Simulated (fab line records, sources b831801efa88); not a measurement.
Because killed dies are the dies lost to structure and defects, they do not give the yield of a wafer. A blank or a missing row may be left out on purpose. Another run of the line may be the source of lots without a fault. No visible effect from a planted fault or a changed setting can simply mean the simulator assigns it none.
A struck lot beside a sound one + flow sky130 + 14 steps out of a route of 708
Sound: wafers L703.3, L703.4, L703.6. Wafers struck: L709.2, L709.3, L709.5. The cause is named last.
Each step with rows lists, per side, the tool, then ch with its chambers, then its first start. Under that, the readings that differ: sound wafers + struck wafers + difference of the means + sigmas: that difference in standard deviations of wafers without a fault.
alike: readings with means less than 2 such deviations apart, plus words and numbers identical on both sides. not compared: withheld readings, readings lacking a value on some wafer, bounds such as >300 that could conceal the same value, and numbers that have no deviation in the record and whose values overlap.
The two part at a step that has a row with sigmas, a row that says differs or no value, or rows on one side only. Numbers that don't overlap but have no deviation are shown without sigmas and don't part them. A reading missing from all wafers of one side parts the sides only when that side holds two or more wafers.

first, 4 steps without rows for these wafers: SKY_METAL3_STRIP_20 (strips in post etch residue remover, time 1200 s); SKY_METAL3_CLEAN_21 (cleans in IPA, time 180 s); SKY_METAL3_CLEAN_22 (cleans in O3/DIW); SKY_VIA3_HDPCVD_00 (deposits SiO2, target thk 1635 nm, time 272.5 s).
SKY_VIA3_THK_MEAS_01:
  sound: film metro-03 at day 38 23:47; struck: film metro-02 at day 40 23:17
  alike: VIA3_HDPCVD_THK
SKY_VIA3_CMP_02: polishes SiO2.
  sound on cmp-02 ch 0,1,3, day 38 23:56; struck on cmp-01 ch 0,1,2, day 40 23:26
  alike: motor current A
SKY_VIA3_BOW_MEAS_03:
  sound: film metro-03 at day 39 00:10; struck: film metro-03 at day 40 23:39
  alike: VIA3_BOW
then, 5 steps without rows for these wafers: SKY_VIA3_DEHYDRATE_04 (time 60 s); SKY_VIA3_HMDS_05 (prime time 60 s); SKY_VIA3_COAT_06 (resist thk 60 nm); SKY_VIA3_COAT_07 (resist thk 450 nm); SKY_VIA3_SOFTBAKE_08 (time 90 s).
SKY_VIA3_EXPOSE_09: exposes mask VIM3, target cd 200 nm.
  sound on krf scanner-02 ch 0, day 39 13:18; struck on krf scanner-01, day 41 11:31
  no value came back on the struck wafers for exposure dose mJ cm2, focus offset nm (nm), reticle temp C (C); on the sound wafers exposure dose mJ cm2 reads 37.88 37.94 37.81
  alike: mask
next, for these wafers, 1 step has no rows: SKY_VIA3_PEB_10.

== WHERE THEY PART ==
Only at SKY_VIA3_EXPOSE_09, as far as this record shows.

WHY: whatever the simulator had introduced
Entire step skipped (krf scanner-01, SKY_VIA3_EXPOSE_09), from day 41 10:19 onward. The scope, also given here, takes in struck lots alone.
